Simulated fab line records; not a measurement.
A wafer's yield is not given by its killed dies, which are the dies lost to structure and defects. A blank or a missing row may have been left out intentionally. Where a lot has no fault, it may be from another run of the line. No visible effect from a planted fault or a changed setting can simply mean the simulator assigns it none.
A struck lot beside a sound one	flow sky130	34 steps out of a route of 708
Sound: the wafers L910.4, L910.5, L910.6. Wafers L913.1, L913.2, L913.4 were the ones struck. The cause is given at the end.
For every step that has rows: the tool of each side, followed by ch and its chambers, followed by its first start. Under that, the readings that differ: sound wafers	struck wafers	difference of the means	sigmas: that difference in standard deviations of wafers without a fault.
alike: a reading whose means differ by less than 2 such deviations, as well as words and numbers matching on both sides. not compared: withheld readings; readings where some wafer has no value; bounds like >300 that might hide an equal value; numbers whose values overlap and for which the record gives no deviation.
Wherever a step has rows on one side only, a row that says differs or no value, or a row with sigmas, the two part there. When numbers do not overlap yet have no deviation, they are printed without sigmas and do not part them. Lack of a reading on every wafer of one side parts them only where that side has two or more wafers.

first, 9 steps without rows for these wafers: SKY_VIA1_ETCH_14 (etches BARC in N2/H2, stops on SiO2, time 45.9 s, target depth 60 nm); SKY_VIA1_ETCH_15 (etches SiO2 in C4F8/O2/Ar, stops on TiN, target depth 351 nm, time 54 s); SKY_VIA1_STRIP_16 (strips in O2/N2); SKY_VIA1_STRIP_17 (strips in post etch residue remover, time 1200 s); SKY_VIA1_CLEAN_18 (cleans in IPA, time 180 s); SKY_VIA1_CLEAN_19 (cleans in O3/DIW); SKY_VIA1_SPUTTER_20 (material TiN, target thk 20 nm, time 80 s); SKY_VIA1_CVD_21 (deposits W, target thk 270 nm, time 80.902 s); SKY_VIA1_CMP_24 (polishes, stops on SiO2, t overpolish 15 s, target thk 0 nm).
SKY_METAL2_SPUTTER_00: material Ti, target thk 15 nm, time 10 s.
  sound on pvd sputter-02 at day 35 20:40; struck on pvd sputter-02 at day 37 04:07
  alike: throttle valve pct
then, 23 steps without rows for these wafers: SKY_METAL2_SPUTTER_01 (material TiN, target thk 20 nm, time 16.7 s); SKY_METAL2_SPUTTER_02 (material AlCu, target thk 250 nm, time 13.3 s); SKY_METAL2_SPUTTER_03 (material Ti, target thk 5 nm, time 3.3 s); SKY_METAL2_SPUTTER_04 (material TiN, target thk 70 nm, time 58.3 s); SKY_METAL2_DEHYDRATE_07 (time 60 s); SKY_METAL2_HMDS_08 (prime time 60 s); SKY_METAL2_COAT_09 (resist thk 60 nm); SKY_METAL2_COAT_10 (resist thk 450 nm); SKY_METAL2_SOFTBAKE_11 (time 90 s); SKY_METAL2_EXPOSE_12 (exposes mask MM2, target cd 140 nm); SKY_METAL2_PEB_13; SKY_METAL2_DEVELOP_14 (develop time 60 s); SKY_METAL2_DESCUM_17 (chemistry O2, time 8 s); SKY_METAL2_ETCH_18 (etches BARC in N2/H2, stops on SiO2, time 45.9 s, target depth 60 nm); SKY_METAL2_METAL_ETCH_19 (etches the open film in Cl2/BCl3, stops on SiO2, target depth 360 nm, time 78 s); SKY_METAL2_STRIP_20 (strips in O2/N2); SKY_METAL2_STRIP_21 (strips in post etch residue remover, time 1200 s); SKY_METAL2_CLEAN_22 (cleans in IPA, time 180 s); SKY_METAL2_CLEAN_23 (cleans in O3/DIW); SKY_VIA2_HDPCVD_00 (deposits SiO2, target thk 1180 nm, time 196.7 s); SKY_VIA2_CMP_02 (polishes SiO2); SKY_VIA2_DEHYDRATE_04 (time 60 s); SKY_VIA2_HMDS_05 (prime time 60 s).
-- the record jumps here: 11 days lie between the struck wafers' starts before and after (it left off in module VIA2 and takes up again in module PAD_OPEN, whose first step shown is number 708 of the route) --
SKY_PAD_OPEN_PROBE_99:
  the record has rows for the struck wafers here (prober-01, day 48 12:57) and none for the sound ones

## WHERE THEY PART
SKY_PAD_OPEN_PROBE_99 only, going by this record.

WHY: what the simulator had put in
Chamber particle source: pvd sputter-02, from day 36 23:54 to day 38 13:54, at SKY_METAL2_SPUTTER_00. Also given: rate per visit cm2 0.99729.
